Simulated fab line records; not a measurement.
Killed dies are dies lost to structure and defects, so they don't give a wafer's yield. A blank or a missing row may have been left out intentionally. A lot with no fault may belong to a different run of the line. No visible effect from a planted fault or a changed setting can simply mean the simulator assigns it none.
Matching of chambers / flow gf180mcu / 3 sister chambers for GF_MIM_CVD_05 on pecvd-04
The step deposits Si3N4, target thk 42 nm, time 29.086 s. 14 wafers are shown with their chamber, then 7 later ones without.

== WAFERS, EACH WITH ITS CHAMBER ==
wafer=L708.1; chamber=2; run-length-s (s)=56.6; heater-power-w (W)=647
wafer=L708.3; chamber=0; run-length-s (s)=57.2; heater-power-w (W)=611
wafer=L708.6; chamber=2; run-length-s (s)=56.6; heater-power-w (W)=653
wafer=L709.2; chamber=0; run-length-s (s)=57.2; heater-power-w (W)=667
wafer=L709.4; chamber=0; run-length-s (s)=57.4; heater-power-w (W)=693
wafer=L709.5; chamber=1; run-length-s (s)=57.5; heater-power-w (W)=653
wafer=L711.2; chamber=0; run-length-s (s)=57.9; heater-power-w (W)=581
wafer=L711.4; chamber=1; run-length-s (s)=58.0; heater-power-w (W)=656
wafer=L711.5; chamber=0; run-length-s (s)=57.6; heater-power-w (W)=579
wafer=L714.2; chamber=2; run-length-s (s)=56.7; heater-power-w (W)=634
wafer=L714.6; chamber=1; run-length-s (s)=55.3; heater-power-w (W)=648
wafer=L718.2; chamber=0; run-length-s (s)=57.0; heater-power-w (W)=678
wafer=L728.1; chamber=2; run-length-s (s)=56.5; heater-power-w (W)=654
wafer=L728.5; chamber=1; run-length-s (s)=57.5; heater-power-w (W)=604

SIGNATURES (averages over the wafers above)
reading=run-length-s; chamber 0=57.383; chamber 1=57.075; chamber 2=56.600; scatter within a chamber=0.669
reading=heater-power-w; chamber 0=634.83; chamber 1=640.25; chamber 2=647.00; scatter within a chamber=36.8
Rule: for each reading, subtract the chamber's mean from the wafer's reading, divide by that reading's scatter and square the result; add these up over the readings and take the root, which gives the wafer's distance from the chamber. The wafer belongs to the nearest chamber; if the next one is less than 2 further off, it can't be placed. The scatter is the square root of a quotient: the sum, over the shown wafers, of each reading's squared deviation from its chamber's mean, divided by wafers minus chambers.

== WAFERS WITH NO CHAMBER GIVEN ==
wafer=L728.6; run-length-s (s)=57.7; heater-power-w (W)=614
wafer=L729.1; run-length-s (s)=56.9; heater-power-w (W)=727
wafer=L729.3; run-length-s (s)=56.9; heater-power-w (W)=617
wafer=L729.6; run-length-s (s)=57.0; heater-power-w (W)=602
wafer=L731.1; run-length-s (s)=57.8; heater-power-w (W)=582
wafer=L731.2; run-length-s (s)=56.7; heater-power-w (W)=678
wafer=L731.6; run-length-s (s)=57.5; heater-power-w (W)=649

== WHICH CHAMBER EACH WENT THROUGH ==
wafer=L728.6; from the rows above=can't be placed: 0 or 1 or 2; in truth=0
wafer=L729.1; from the rows above=can't be placed: 2 or 1 or 0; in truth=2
wafer=L729.3; from the rows above=can't be placed: 1 or 0 or 2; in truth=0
wafer=L729.6; from the rows above=can't be placed: 1 or 0 or 2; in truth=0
wafer=L731.1; from the rows above=can't be placed: 0 or 1 or 2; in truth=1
wafer=L731.2; from the rows above=can't be placed: 2 or 1 or 0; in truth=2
wafer=L731.6; from the rows above=can't be placed: 0 or 1 or 2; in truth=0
Correct placement for 0 of the 7. Not placeable from these rows: 7 (in 7, the candidates include the true chamber). Number placed wrongly: 0.
